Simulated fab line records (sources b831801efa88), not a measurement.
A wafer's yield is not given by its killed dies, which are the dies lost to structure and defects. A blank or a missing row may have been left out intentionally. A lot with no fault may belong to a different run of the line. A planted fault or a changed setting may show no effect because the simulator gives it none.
8D (eight disciplines) problem report, filled in by code    flow gf180mcu    the parts of the form that need people (team, actions taken, sign-off) are left out

== 1. WHAT WENT WRONG ==
At GF_HV_LDD_IMPLANT_36, doseIonsCm2 averages 5.974e+12 over 6 wafers from 2 lots, while fault-free wafers read 7.501e+12, standard deviation 8e+09. That is -99 or more standard deviations from the usual mean.
The first sign was on wafer L733.1 at day 18 05:17, on implanter-04. At this step, 18 wafers from 6 lots have a number in the record. Rule for "out" (also "out of limits"): further than 4 standard deviations from the usual mean. The other wafers with a number count as sound.

== 2. WHAT IT IS AND WHAT IT IS NOT ==
question                     is                             is not
which readings at this step  doseIonsCm2, faradayCurrentUA  -
which lots                   L733, L735                     L719, L725, L728, L736
which wafers of those lots   all that have a number         -
read on which tools          implanter-04                   implanter-01, implanter-03
when                         from day 18 05:17              up to then (9 sound wafers); but 3 sound wafers of L736 came after

== 3. THE SUSPECTS, EACH WITH WHAT RULES IT OUT ==
Counting: a tool stays on the suspect list if, at a process step up to the reading, it processed all lots that are out and no sound lot following the first of them.
- implanter-04 at GF_HV_LDD_IMPLANT_36: kept. Every lot that is out went through it, starting with L733 (day 18 05:17), and after that it ran no sound lot; the last sound lot it ran before then is L725 (day 15 13:04). Its own doseIonsCm2, faradayCurrentUA readings are out on those wafers.
The count leaves implanter-04 at GF_HV_LDD_IMPLANT_36.

== 4. THE CAUSE (what the simulator had put in) ==
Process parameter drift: implanter-04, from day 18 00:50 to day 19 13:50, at GF_HV_LDD_IMPLANT_36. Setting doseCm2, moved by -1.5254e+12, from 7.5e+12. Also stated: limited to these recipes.
This tool alone remained once counting was done.

== 5. THE EFFECT CHAIN, in route order ==
Each row: a reading where the mean over the struck wafers with a number is more than 3 standard deviations away from the usual. Scope: only readings with a usual standard deviation given in the record; hours: median across lots of the time from each lot's start at the first step in this table that gives one to its start at this step; sigmas: change in usual standard deviations.
hours  step                  reading           usual      on struck wafers  change      sigmas
0      GF_HV_LDD_IMPLANT_36  doseIonsCm2       7.501e+12  5.974e+12         -1.527e+12  -99 or more
0      GF_HV_LDD_IMPLANT_36  faradayCurrentUA  42.2       33.6              -8.6        -11
Its process steps:
- GF_HV_LDD_IMPLANT_36

== 6. HOW IT WOULD HAVE BEEN CAUGHT EARLIER ==
First out-of-limits reading in this record: day 18 05:17, which is 4 hours after fault onset at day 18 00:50.
